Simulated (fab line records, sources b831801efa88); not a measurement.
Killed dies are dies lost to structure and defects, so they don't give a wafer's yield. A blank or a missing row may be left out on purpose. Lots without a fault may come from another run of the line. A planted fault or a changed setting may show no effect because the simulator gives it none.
Which tool did it? | flow gf180mcu | 6 lots, 18 wafers sampled, at 4 steps of a route of 602

WHAT THE GAUGES READ, wafer by wafer
GF_V4_THK_MEAS_01.
lot  | measured     | on            | V4_CVD_00_THK (nm)
L196 | day 24 04:37 | film_metro-01 | 593 588 583
L198 | day 25 04:40 | film_metro-04 | 481 473 466
L208 | day 28 05:17 | film_metro-01 | 594 595 601
L210 | day 28 19:32 | film_metro-04 | 596 592 594
L213 | day 29 18:43 | film_metro-04 | 603 606 590
L215 | day 30 00:26 | film_metro-04 | 603 596 598

WHICH TOOL RAN EACH LOT (tool, then ch and the chambers of the sampled wafers, then the start)
lot  | GF_V3_CMP_04                  | GF_V3_SPUTTER_22             | GF_V4_CVD_00
L196 | cmp-01 ch 1,2, day 22 04:14   | pvd_sputter-04, day 23 04:25 | hdpcvd-01 ch 0,2, day 24 04:30
L198 | cmp-01 ch 0,1,2, day 23 05:19 | pvd_sputter-01, day 24 04:41 | hdpcvd-02 ch 0,1, day 25 04:36
L208 | cmp-02 ch 1,2,3, day 26 10:12 | pvd_sputter-03, day 27 07:52 | hdpcvd-01 ch 0,1,2, day 28 05:14
L210 | cmp-01 ch 1,2,3, day 27 00:59 | pvd_sputter-03, day 27 22:16 | hdpcvd-02 ch 0,1,2, day 28 19:28
L213 | cmp-01 ch 1,2,3, day 28 02:04 | pvd_sputter-01, day 28 21:47 | hdpcvd-02 ch 0,1, day 29 18:38
L215 | cmp-01 ch 2,3, day 28 06:44   | pvd_sputter-01, day 29 03:09 | hdpcvd-01 ch 0,1,2, day 30 00:20
- GF_V3_CMP_04: polishes SiO2.
- GF_V3_SPUTTER_22: material TiN, target thk 10 nm, time 40 s.
- GF_V4_CVD_00: deposits SiO2, target thk 600 nm, time 100 s.

THE ANSWER, worked out from the rows above alone
Rule: what is usual is taken from the lots themselves. Put in order of their means at a reading, lots are off if they are a third of the lots or fewer, leave a main group of 4 or more, and stand apart from it by a gap of 3 or more times the standard deviation of the main group's means; of several such gaps the widest counts. A main group whose means are all the same, to the digits that the tables above print for the reading, isn't used. A lot without any number at a reading at which 4 lots or more have one is off too. The other lots that the step has rows for count as sound.
Off: L198, at GF_V4_THK_MEAS_01 (V4_CVD_00_THK). The main group: mean 595 nm, standard deviation 4.2.
A tool fits if, at a process step before that reading, it ran every lot that is off, and no sound lot after the first of them. The gauges at GF_V4_THK_MEAS_01 are tried like those tools. None of those tried fits.

WHAT THE SIMULATOR HAD PUT IN
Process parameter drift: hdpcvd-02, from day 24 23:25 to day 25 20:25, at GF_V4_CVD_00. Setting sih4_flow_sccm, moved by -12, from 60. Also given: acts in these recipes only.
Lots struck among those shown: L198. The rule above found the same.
